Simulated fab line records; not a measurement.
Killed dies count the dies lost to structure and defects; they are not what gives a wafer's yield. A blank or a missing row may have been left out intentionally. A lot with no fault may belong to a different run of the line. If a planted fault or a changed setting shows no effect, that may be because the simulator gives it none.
A sampling plan put to the test	flow gf180mcu	15 faults told of in these records, all on one fab line, each judged by the records of the lots it struck
Plan = the line's own looks (route steps where a gauge or an inspection reads the wafer without altering it). Where struck wafers have a number at a look and the file lists that look's usual mean and standard deviation on fault-free wafers, the look can be judged. Caught: the struck wafers' mean, at a look after the fault's first step, is 4 or more of those standard deviations (sigma) away from the usual mean. On the tool: the identical test, applied to the tool's own readings at the steps of the fault. If the struck wafers alone have a blank record, or they carry another recipe, that too counts as caught.

## THE FAULTS, as the simulator had put them in
1. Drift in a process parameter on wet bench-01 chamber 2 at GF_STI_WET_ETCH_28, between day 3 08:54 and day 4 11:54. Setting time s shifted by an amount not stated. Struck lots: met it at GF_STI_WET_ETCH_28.
2. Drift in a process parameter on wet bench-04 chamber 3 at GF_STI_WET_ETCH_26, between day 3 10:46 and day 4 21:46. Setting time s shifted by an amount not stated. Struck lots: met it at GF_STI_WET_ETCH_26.
3. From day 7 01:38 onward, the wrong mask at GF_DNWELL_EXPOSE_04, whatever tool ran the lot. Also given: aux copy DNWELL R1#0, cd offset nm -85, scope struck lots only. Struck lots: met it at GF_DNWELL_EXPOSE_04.
4. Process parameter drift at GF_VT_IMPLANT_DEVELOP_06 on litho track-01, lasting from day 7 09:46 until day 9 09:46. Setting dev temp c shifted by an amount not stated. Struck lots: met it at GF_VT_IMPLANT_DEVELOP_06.
5. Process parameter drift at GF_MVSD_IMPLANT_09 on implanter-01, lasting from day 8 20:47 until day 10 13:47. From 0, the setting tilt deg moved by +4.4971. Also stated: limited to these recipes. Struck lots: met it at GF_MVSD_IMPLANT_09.
6. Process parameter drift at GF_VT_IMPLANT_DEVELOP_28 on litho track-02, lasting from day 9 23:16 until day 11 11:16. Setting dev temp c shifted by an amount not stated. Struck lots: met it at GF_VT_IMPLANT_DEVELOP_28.
7. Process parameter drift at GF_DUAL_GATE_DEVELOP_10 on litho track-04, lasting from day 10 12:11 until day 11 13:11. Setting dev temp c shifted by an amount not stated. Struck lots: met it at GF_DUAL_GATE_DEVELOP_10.
8. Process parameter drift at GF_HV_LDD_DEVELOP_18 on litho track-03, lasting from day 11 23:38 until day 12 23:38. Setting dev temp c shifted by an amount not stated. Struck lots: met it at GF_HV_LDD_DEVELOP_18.
9. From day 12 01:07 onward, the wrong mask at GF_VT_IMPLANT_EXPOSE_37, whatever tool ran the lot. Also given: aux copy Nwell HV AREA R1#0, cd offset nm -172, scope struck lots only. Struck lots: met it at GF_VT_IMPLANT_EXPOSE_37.
10. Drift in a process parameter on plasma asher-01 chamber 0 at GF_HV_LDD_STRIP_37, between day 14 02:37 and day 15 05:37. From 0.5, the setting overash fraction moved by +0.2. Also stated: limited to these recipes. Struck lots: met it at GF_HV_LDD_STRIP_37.
11. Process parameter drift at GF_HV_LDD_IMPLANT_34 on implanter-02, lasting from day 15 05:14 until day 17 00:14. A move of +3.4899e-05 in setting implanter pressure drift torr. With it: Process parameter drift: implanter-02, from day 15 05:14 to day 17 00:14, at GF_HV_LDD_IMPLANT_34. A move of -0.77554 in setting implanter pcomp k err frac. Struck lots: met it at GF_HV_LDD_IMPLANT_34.
12. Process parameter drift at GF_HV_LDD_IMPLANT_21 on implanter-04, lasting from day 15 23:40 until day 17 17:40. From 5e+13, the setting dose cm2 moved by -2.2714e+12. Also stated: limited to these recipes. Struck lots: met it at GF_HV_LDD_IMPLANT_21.
13. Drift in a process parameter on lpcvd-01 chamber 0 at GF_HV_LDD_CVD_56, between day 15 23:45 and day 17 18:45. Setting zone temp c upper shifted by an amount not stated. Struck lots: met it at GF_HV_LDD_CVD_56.
14. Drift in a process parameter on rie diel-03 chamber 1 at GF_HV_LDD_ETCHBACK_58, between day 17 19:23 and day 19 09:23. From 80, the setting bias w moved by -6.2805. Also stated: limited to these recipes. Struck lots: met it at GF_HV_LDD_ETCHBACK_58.
15. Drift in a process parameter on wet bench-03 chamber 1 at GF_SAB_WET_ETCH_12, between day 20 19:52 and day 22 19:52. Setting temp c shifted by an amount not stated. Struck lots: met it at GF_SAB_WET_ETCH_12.

## WHAT THE PLAN SAW
fault	on the tool itself	first look that catches it	reading, sigma	median hours from its first step to that look	hours from the fault's start to the first struck lot there	judged looks passed uncaught
1	run length s -6.8 sigma	no look after it can be judged	-	-	-	0
2	run length s -35 sigma	no look after it can be judged	-	-	-	0
3	under 2 sigma	not the one look that can be judged after it	-	-	-	1
4	developer temp C -8.5 sigma	not the one look that can be judged after it	-	-	-	1
5	tilt deg +99 or beyond sigma	no look after it can be judged	-	-	-	0
6	developer temp C -9.1 sigma	no look after it can be judged	-	-	-	0
7	developer temp C +8.4 sigma	not the one look that can be judged after it	-	-	-	1
8	developer temp C -7.5 sigma	no look after it can be judged	-	-	-	0
9	under 2 sigma	no look after it can be judged	-	-	-	0
10	oes product au -11 sigma	no look after it can be judged	-	-	-	0
11	end station pressure torr +99 or beyond sigma	not the one look that can be judged after it	-	-	-	1
12	dose ions cm2 -42 sigma	no look after it can be judged	-	-	-	0
13	spike tc upper C -27 sigma	no look after it can be judged	-	-	-	0
14	bias w -29 sigma	no look after it can be judged	-	-	-	0
15	temp c -75 sigma	no look after it can be judged	-	-	-	0
A dash: the fault is not caught, or the number is missing from these records.

Caught at a look: 0 of 15. Caught on the tool: 13 of 15. By one or the other: 13 of 15.
Faults caught by the tool alone: 1, 2, 4, 5, 6, 7, 8, 10, 11, 12, 13, 14, 15.
Caught by neither: faults 3, 9.
